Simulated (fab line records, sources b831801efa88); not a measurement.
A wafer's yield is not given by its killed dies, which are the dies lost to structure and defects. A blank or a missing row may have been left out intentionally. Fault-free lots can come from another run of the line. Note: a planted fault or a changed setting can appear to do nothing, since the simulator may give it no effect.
Which tool is to blame?    flow gf180mcu    12 lots with 36 wafers sampled at 5 steps, on a route of 602 steps

## WHAT EACH GAUGE READ, for each wafer
No reading from a measuring or inspecting step in the record can be judged against a usual standard deviation.

## TOOL THAT RAN EACH LOT (tool first, then ch and the chambers of the sampled wafers, then the start)
lot   GF_V2_ETCH_17                                  GF_M3_SPUTTER_02              GF_V3_SPUTTER_22              GF_PASSIVATION_COAT_06             GF_PASSIVATION_STRIP_12
L605  rie_diel-04 ch 1,2,3, day 20 07:34 or earlier  pvd_sputter-02, day 20 07:34  pvd_sputter-04, day 22 09:51  litho_track-03 ch 0, day 28 18:19  plasma_asher-04 ch 0,1, day 29 04:32
L607  rie_diel-02 ch 2,3, day 21 06:48 or earlier    pvd_sputter-04, day 21 06:48  pvd_sputter-04, day 23 08:05  litho_track-04 ch 0, day 29 12:55  plasma_asher-03 ch 0,1, day 29 23:32
L608  rie_diel-01 ch 2,3, day 21 08:19 or earlier    pvd_sputter-02, day 21 08:19  pvd_sputter-03, day 23 09:14  litho_track-03 ch 0, day 29 14:03  plasma_asher-04 ch 0,1, day 30 00:20
L610  rie_diel-04 ch 1,2, day 22 06:07 or earlier    pvd_sputter-04, day 22 06:07  pvd_sputter-04, day 24 05:59  litho_track-01 ch 0, day 30 02:23  plasma_asher-04 ch 0,1, day 30 11:28
L612  rie_diel-04 ch 0,1,3, day 23 07:31 or earlier  pvd_sputter-02, day 23 07:31  pvd_sputter-03, day 25 04:56  litho_track-01 ch 0, day 30 22:29  plasma_asher-01 ch 0,1, day 31 07:17
L620  rie_diel-01 ch 0,3, day 25 20:20 or earlier    pvd_sputter-04, day 25 20:20  pvd_sputter-03, day 27 15:28  litho_track-01 ch 0, day 32 23:07  plasma_asher-03 ch 0,1, day 33 07:42
L621  rie_diel-01 ch 1,2,3, day 25 23:28 or earlier  pvd_sputter-04, day 25 23:28  pvd_sputter-03, day 27 18:41  litho_track-01 ch 0, day 33 01:05  plasma_asher-01 ch 0,1, day 33 10:06
L622  rie_diel-01 ch 0,1,3, day 26 14:53 or earlier  pvd_sputter-04, day 26 14:53  pvd_sputter-03, day 28 09:44  litho_track-04 ch 0, day 33 12:28  plasma_asher-04 ch 0,1, day 33 20:28
L625  rie_diel-04 ch 1,2, day 26 22:39 or earlier    pvd_sputter-04, day 26 22:39  pvd_sputter-04, day 28 17:16  litho_track-03 ch 0, day 33 21:22  plasma_asher-04 ch 0,1, day 34 05:23
L626  rie_diel-01 ch 0,3, day 27 14:17 or earlier    pvd_sputter-01, day 27 14:17  pvd_sputter-02, day 29 07:41  litho_track-04 ch 0, day 34 05:49  plasma_asher-01 ch 1, day 34 13:29
L627  rie_diel-02 ch 1,2,3, day 27 15:14 or earlier  pvd_sputter-01, day 27 15:14  pvd_sputter-04, day 29 09:05  litho_track-04 ch 0, day 34 06:49  plasma_asher-03 ch 0,1, day 34 14:16
L628  rie_diel-01 ch 0,1, day 28 12:50 or earlier    pvd_sputter-02, day 28 12:50  pvd_sputter-04, day 30 05:08  litho_track-03 ch 0, day 34 23:28  plasma_asher-01 ch 0,1, day 35 06:44
- GF_V2_ETCH_17: etches SiO2 in C4F8/O2/Ar, stops on TiN, target depth 630 nm.
- GF_M3_SPUTTER_02: material AlCu, target thk 450 nm, time 23.9 s.
- GF_V3_SPUTTER_22: material TiN, target thk 10 nm, time 40 s.
- GF_PASSIVATION_COAT_06: resist thk 4000 nm.
- GF_PASSIVATION_STRIP_12: strips in O2/N2.

## WHAT THE TOOLS THEMSELVES READ (means of the sampled wafers that have a number; where no wafer has one, the mark that the record gives instead)
GF_V2_ETCH_17. Usual: oes_product_au reads 0.856 a.u. (standard deviation 0.005).
lot   tool         oes_product_au (a.u.)  flag
L605  rie_diel-04  0.855                  
L607  rie_diel-02  0.853                  
L608  rie_diel-01  0.851                  
L610  rie_diel-04  0.863                  
L612  rie_diel-04  0.859                  
L620  rie_diel-01  0.862                  
L621  rie_diel-01  0.856                  
L622  rie_diel-01  0.856                  
L625  rie_diel-04  0.860                  
L626  rie_diel-01  0.862                  
L627  rie_diel-02  0.857                  
L628  rie_diel-01  0.853                  

GF_M3_SPUTTER_02. Usual: throttle_valve_pct reads 30.1 % (standard deviation 0.89).
lot   tool            throttle_valve_pct (%)  flag
L605  pvd_sputter-02  30.3                    
L607  pvd_sputter-04  30.7                    
L608  pvd_sputter-02  29.9                    
L610  pvd_sputter-04  30.7                    
L612  pvd_sputter-02  29.5                    
L620  pvd_sputter-04  30.2                    
L621  pvd_sputter-04  31.0                    
L622  pvd_sputter-04  31.2                    
L625  pvd_sputter-04  30.7                    
L626  pvd_sputter-01  30.0                    
L627  pvd_sputter-01  30.2                    
L628  pvd_sputter-02  29.9                    

GF_V3_SPUTTER_22. Usual: throttle_valve_pct reads 30.1 % (standard deviation 0.84).
lot   tool            throttle_valve_pct (%)  flag
L605  pvd_sputter-04  30.2                    
L607  pvd_sputter-04  30.9                    
L608  pvd_sputter-03  30.2                    
L610  pvd_sputter-04  31.2                    
L612  pvd_sputter-03  29.6                    
L620  pvd_sputter-03  29.4                    
L621  pvd_sputter-03  29.8                    
L622  pvd_sputter-03  29.7                    
L625  pvd_sputter-04  30.9                    
L626  pvd_sputter-02  29.9                    
L627  pvd_sputter-04  30.9                    
L628  pvd_sputter-04  30.3                    

GF_PASSIVATION_COAT_06. Usual: dispense_pressure_kPa reads 49 kPa (standard deviation 7.3).
lot   tool            dispense_pressure_kPa (kPa)  flag
L605  litho_track-03  57                           
L607  litho_track-04  41                           
L608  litho_track-03  57                           
L610  litho_track-01  55                           
L612  litho_track-01  55                           
L620  litho_track-01  55                           
L621  litho_track-01  55                           
L622  litho_track-04  41                           
L625  litho_track-03  57                           
L626  litho_track-04  41                           
L627  litho_track-04  41                           
L628  litho_track-03  57                           

GF_PASSIVATION_STRIP_12. Usual: drypump_motor_current_A 5.6 A, standard deviation 0.41; heater_power_w 357 W, standard deviation 38; oes_product_au 0.718 a.u., standard deviation 0.0045; strip_time_to_endpoint_s 32.86 s, standard deviation 0.25.
lot   tool             drypump_motor_current_A (A)  heater_power_w (W)  oes_product_au (a.u.)  strip_time_to_endpoint_s (s)  flag
L605  plasma_asher-04  5.5                          340                 0.719                  32.80                         
L607  plasma_asher-03  5.3                          419                 0.716                  32.77                         
L608  plasma_asher-04  5.3                          338                 0.716                  33.06                         
L610  plasma_asher-04  5.5                          337                 0.716                  33.10                         
L612  plasma_asher-01  6.1                          350                 0.721                  32.90                         
L620  plasma_asher-03  5.3                          424                 0.720                  35.25                         OFF
L621  plasma_asher-01  6.1                          355                 0.719                  35.26                         OFF
L622  plasma_asher-04  5.5                          320                 0.720                  32.60                         
L625  plasma_asher-04  5.3                          329                 0.720                  32.71                         
L626  plasma_asher-01  6.2                          365                 0.720                  32.89                         
L627  plasma_asher-03  5.5                          407                 0.717                  33.10                         
L628  plasma_asher-01  6.0                          348                 0.717                  32.99                         

## THE ANSWER, worked out from the rows above alone
Rule: a lot is off if the mean of its wafers that have a number lies more than 3 standard deviations from the usual mean. A lot without any number at a reading at which 4 lots or more have one is off too. Where the step has rows for the other lots, those lots are counted as sound. After the gauges, taken in route order, come the tools' own readings; for these a lot's mean is taken, as printed above. The first step at which some lot is off is used, and at that step the reading that is off furthest; a lot without a number counts as furthest.
Off: L620, L621 (GF_PASSIVATION_STRIP_12, strip_time_to_endpoint_s).
A tool fits if, at that step or a process step before it, it ran every lot that is off, and no sound lot after the first of them. GF_V2_ETCH_17 gives no start for some lots, so the hours and the order of its lots are those of GF_M3_SPUTTER_02. One candidate fits, namely litho_track-01 at GF_PASSIVATION_COAT_06. A fault onset in the window from L612 (day 30 22:29, its last sound lot) to L620 (day 32 23:07, its first lot off) fits.

## WHAT THE SIMULATOR HAD PUT IN
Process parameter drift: litho_track-01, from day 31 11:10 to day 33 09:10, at GF_PASSIVATION_COAT_06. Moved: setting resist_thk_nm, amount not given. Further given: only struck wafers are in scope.
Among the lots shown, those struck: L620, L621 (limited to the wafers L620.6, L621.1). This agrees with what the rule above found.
